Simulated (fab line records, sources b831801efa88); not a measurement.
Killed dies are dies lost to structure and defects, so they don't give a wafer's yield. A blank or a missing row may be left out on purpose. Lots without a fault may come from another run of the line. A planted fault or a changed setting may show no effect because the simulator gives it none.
Chamber matching | flow sfq_line | SFQ_TRILAYER_I3_DEP_PECVD_081 on pecvd-02: 3 sister chambers
The step deposits SiO2 from SiH4/N2O, time 111.11 s, target thk 500 nm. 14 wafers are shown with their chamber, then 7 later ones without.

WAFERS WITH THEIR CHAMBER
wafer  | chamber | throttle_valve_pct (%) | heater_power_w (W)
L076.2 | 0       | 25.4                   | 93
L076.3 | 1       | 26.2                   | 82
L076.4 | 1       | 26.3                   | 84
L077.1 | 1       | 26.5                   | 85
L077.2 | 0       | 25.5                   | 100
L077.3 | 2       | 24.5                   | 80
L077.4 | 1       | 26.3                   | 84
L077.5 | 2       | 24.0                   | 79
L077.6 | 0       | 25.6                   | 99
L079.2 | 2       | 24.6                   | 76
L079.3 | 1       | 26.1                   | 88
L079.6 | 2       | 24.2                   | 78
L080.2 | 0       | 25.6                   | 93
L080.4 | 1       | 26.3                   | 86

SIGNATURES (means of the wafers above)
reading            | chamber 0 | chamber 1 | chamber 2 | scatter within a chamber
throttle_valve_pct | 25.525    | 26.283    | 24.325    | 0.177
heater_power_w     | 96.25     | 84.83     | 78.25     | 2.56
Rule: a wafer's distance from a chamber is the root of the sum, over the readings, of the square of ((its reading less the chamber's mean) divided by the reading's scatter). The wafer belongs to the nearest chamber; if the next one is less than 2 further off, it can't be placed. The scatter: the root of (the sum of the squares of (reading less its chamber's mean) over the shown wafers, divided by (wafers less chambers)).

WAFERS WITHOUT THEIR CHAMBER
wafer  | throttle_valve_pct (%) | heater_power_w (W)
L080.5 | 24.0                   | 70
L087.1 | 26.2                   | 84
L087.2 | 25.5                   | 84
L087.6 | 25.5                   | 88
L094.1 | 24.1                   | 77
L094.2 | 25.5                   | 90
L094.6 | 24.5                   | 79

WHICH CHAMBER EACH WENT THROUGH
wafer  | from the rows above     | in truth
L080.5 | 2                       | 2
L087.1 | 1                       | 1
L087.2 | can't be placed: 1 or 0 | 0
L087.6 | can't be placed: 0 or 1 | 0
L094.1 | 2                       | 2
L094.2 | 0                       | 0
L094.6 | 2                       | 2
Placed correctly: 5 of 7. Can't be placed from these rows: 2 (the true chamber is among the candidates in 2). Placed wrongly: 0.
